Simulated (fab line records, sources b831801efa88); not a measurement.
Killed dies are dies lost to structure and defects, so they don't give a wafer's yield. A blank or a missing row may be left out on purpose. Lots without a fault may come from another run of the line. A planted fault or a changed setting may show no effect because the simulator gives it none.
A struck lot beside a sound one | flow gf180mcu | 15 steps out of a route of 602
Sound: wafers L555.2, L555.3, L555.6. Struck: wafers L563.3, L563.4, L563.6. The cause comes at the end.
At each step with rows: each side's tool, then ch and its chambers, then its first start. Under that, the readings that differ: sound wafers | struck wafers | difference of the means | sigmas: that difference in standard deviations of wafers without a fault.
alike: readings whose means differ by less than 2 such deviations, and words and numbers that are the same on both sides. not compared: withheld readings, readings that some wafer has no value for, bounds like >300 that may hide the same value, and numbers for which the record gives no deviation and whose values overlap.
The two part at a step that has a row with sigmas, a row that says differs or no value, or rows on one side only. Numbers that don't overlap but have no deviation are shown without sigmas and don't part them. A reading that every wafer of one side lacks parts them only if that side has two wafers or more.

first, 7 steps without rows for these wafers: GF_PSD_DEHYDRATE_00 (time 60 s); GF_PSD_HMDS_01 (prime time 60 s); GF_PSD_COAT_02 (resist thk 1000 nm); GF_PSD_SOFTBAKE_03 (time 60 s); GF_PSD_EXPOSE_04 (exposes mask Pplus, target cd 400 nm); GF_PSD_PEB_05; GF_PSD_DEVELOP_06 (develop time 60 s).
GF_PSD_CD_MEAS_07: target cd 400 nm.
  sound on cd_sem-02, day 14 21:45; struck on cd_sem-01, day 17 17:58
  alike: cd_nm
GF_PSD_OVL_MEAS_08:
  sound on overlay-02, day 14 21:52; struck on overlay-02, day 17 18:03
  alike: PSD_OVL
then, 1 step without rows for these wafers: GF_PSD_IMPLANT_09.
GF_PSD_STRIP_10: strips in O2/N2.
  sound on plasma_asher-01 ch 0,1, day 14 22:02; struck on plasma_asher-04 ch 0,1, day 17 18:16
  alike: drypump_motor_current_A, heater_power_w, oes_product_au, strip_time_to_endpoint_s
  not compared: rf_hours_counter_h
GF_PSD_TW_MEAS_11:
  sound on film_metro-03, day 14 22:09; struck on film_metro-03, day 17 18:20
  alike: PSD_TW
GF_PSD_CLEAN_12: cleans in SC1/SC2, time 150 s.
  sound on wet_bench-01 ch 0, day 14 22:12; struck on wet_bench-03 ch 0, day 17 18:23
  no value came back on the struck wafers for bath_guard_temp_C (C), bath_heat_duty_pct (%), temp_c (C), time_s (s); on the sound wafers bath_guard_temp_C (C) reads 69.6 69.4 69.8
GF_PSD_RTA_13: time 20 s.
  sound on rtp_anneal-01 ch 0, day 14 22:17; struck on rtp_anneal-01 ch 0, day 17 18:28
  alike: anneal_temp_c_max, chamber_o2_ppm, lamp_power_pct, wafer_temp_C_max
GF_PASSIVATION_PROBE_99:
  the record has rows for the sound wafers here (prober-02, day 29 18:56) and none for the struck ones

WHERE THEY PART
First at GF_PSD_CLEAN_12; last, within this record, at GF_PASSIVATION_PROBE_99.

WHY: what the simulator had put in
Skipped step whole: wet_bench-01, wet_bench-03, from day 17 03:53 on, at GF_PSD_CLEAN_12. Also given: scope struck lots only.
